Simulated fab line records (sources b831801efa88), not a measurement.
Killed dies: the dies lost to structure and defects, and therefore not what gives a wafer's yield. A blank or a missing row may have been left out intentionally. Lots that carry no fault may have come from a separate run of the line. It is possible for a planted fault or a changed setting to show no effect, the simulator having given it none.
The same fault as seen by 2 desks | flow gf180mcu | every desk sees just its own numbers, and what lay behind them comes last
Where a reading is given only as a bound, like >300, the bound stands for it, and a mean or a difference that rests on one is marked > or <: the true number lies beyond.

== DESK OF THE TOOL OWNER: pvd-sputter-01 ==
The tool's own readings at GF_M4_SPUTTER_02 (material AlCu, target thk 450 nm, time 23.9 s): means of the sampled wafers that have a number, for each lot that ran on this tool. If a lot's mean is further than 4 standard deviations from the usual mean, the lot is out of limits and carries the mark OUT (the distance appears in the brackets).
Columns: A = cathode-dc-power-W at GF_M4_SPUTTER_02, usual 10600 W; B = chamber-pressure-pa at GF_M4_SPUTTER_02, usual 0.4001 Pa; C = throttle-valve-pct at GF_M4_SPUTTER_02, usual 30.1 %
lot  | first seen here | A     | B      | C
L757 | day 22 07:05    | 10600 | 0.4002 | 29.4
L759 | day 23 06:25    | 10600 | 0.4002 | 28.9
L768 | day 26 03:55    | 10602 | 0.3992 | 29.5
This desk's finding: nothing out of limits on any of the 3 lots.

== THE METROLOGY DESK ==
Lot by lot, what the gauges showed, no matter which tool ran the lot: averages of those sampled wafers that carry a number. If a lot's mean is further than 4 standard deviations from the usual mean, the lot is out of limits and carries the mark OUT (the distance appears in the brackets).
Columns: A = M3_OVL at GF_M3_OVL_MEAS_15, usual 1 nm; B = V3_W_THK at GF_V3_THK_MEAS_25, usual 355 nm; C = M4_ALCU_RS at GF_M4_RS_MEAS_05, usual 0.0698 ohm/sq; D = M4_ALCU_THK at GF_M4_THK_MEAS_06, usual 447 nm
lot  | first seen here | A  | B   | C                        | D
L757 | day 21 04:26    | -3 | 357 | 0.0705                   | 447
L759 | day 22 03:55    | -2 | 348 | 0.0703                   | 447
L761 | day 22 23:41    | 0  | 354 | 0.0697                   | 447
L763 | day 23 16:34    | -5 | 351 | 0.0688                   | 457
L765 | day 24 07:08    | 5  | 352 | 0.0707                   | 440
L766 | day 24 22:41    | 2  | 365 | 7.2065 (+99 or more) OUT | <0 (<-76) OUT
L767 | day 24 23:59    | 4  | 359 | 7.1206 (+99 or more) OUT | <0 (<-76) OUT
L768 | day 25 03:49    | 2  | 366 | 0.0700                   | 449
L775 | day 27 14:59    | 1  | 345 | 0.0697                   | 449
L777 | day 28 01:46    | 0  | 355 | 0.0685                   | 453
L776 | day 28 03:50    | 4  | 358 | 0.0699                   | 450
L778 | day 28 13:52    | -3 | 348 | 0.0704                   | 444
L779 | day 28 15:07    | -2 | 358 | 0.0693                   | 449
L780 | day 28 18:04    | 0  | 351 | 0.0684                   | 457
Per this desk, out of limits: L766, L767; the first was L766, day 25 23:25 (M4_ALCU_RS at GF_M4_RS_MEAS_05). L757, L759, L761, L763, L765, L768, L775, L777, L776, L778, L779, L780 stayed within limits.

== PUT TOGETHER ==
At day 25 23:25 the metrology desk could have sounded an alarm, on L766, L767.
The desk of the tool owner found nothing out of limits.
The tool owner's desk has no number on record for L766, L767.
The lots listed all ran GF_M4_SPUTTER_02 on pvd-sputter-01.

== WHAT HAD BEEN PUT IN BY THE SIMULATOR ==
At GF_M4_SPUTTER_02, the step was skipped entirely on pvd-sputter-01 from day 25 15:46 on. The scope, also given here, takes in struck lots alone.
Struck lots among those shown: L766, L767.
Delay in hours, fault start to first out-of-limits reading, per desk: metrology desk 8.
